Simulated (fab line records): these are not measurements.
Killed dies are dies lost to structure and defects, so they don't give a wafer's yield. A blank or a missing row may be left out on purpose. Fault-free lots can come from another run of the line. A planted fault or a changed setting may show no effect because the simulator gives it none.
Matching of chambers ; flow sky130 ; 4 sister chambers for SKY_POLY_GATE_ETCH_15 on rieDiel-01
The step etches BARC in N2/H2, stops on SiO2, time 118.5 s, target depth 110 nm. 8 wafers are shown with their chamber, then 7 later ones without.

WAFERS WITH THEIR CHAMBER
wafer;chamber;drypumpMotorCurrentA (A);throttleValvePct (%)
L312.5;3;5.1;13.216
L313.5;1;5.3;13.213
L316.1;1;5.3;13.224
L318.3;2;5.4;13.205
L318.4;0;6.4;13.194
L318.5;2;5.4;13.218
L323.3;3;5.0;13.213
L323.5;0;6.5;13.217

WAFERS MISSING THEIR CHAMBER
wafer;drypumpMotorCurrentA (A);throttleValvePct (%)
L323.6;5.3;13.218
L330.2;5.3;13.225
L330.4;5.3;13.203
L330.5;5.0;13.205
L329.2;6.4;13.204
L329.4;6.4;13.209
L329.5;5.4;13.204

CHAMBER TAKEN BY EACH
wafer;from the rows above;in truth
L323.6;1;1
L330.2;can't be placed: 1 or 2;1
L330.4;can't be placed: 1 or 2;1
L330.5;3;3
L329.2;0;0
L329.4;0;0
L329.5;can't be placed: 2 or 1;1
Placed correctly: 4 of 7. From these rows, 3 cannot be placed; in 3 the true chamber is one of the candidates. 0 placed wrongly.
How it was worked out, from the rows above alone: a wafer's distance from a chamber is the root of the sum, over the readings, of the square of ((its reading less the chamber's mean) divided by the reading's scatter). The wafer belongs to the nearest chamber; if the next one is less than 2 further off, it can't be placed. A chamber's mean is the mean of its shown wafers. The scatter: take each reading less its chamber's mean, square it, sum over the shown wafers, divide by the number of wafers less the number of chambers, and take the root.
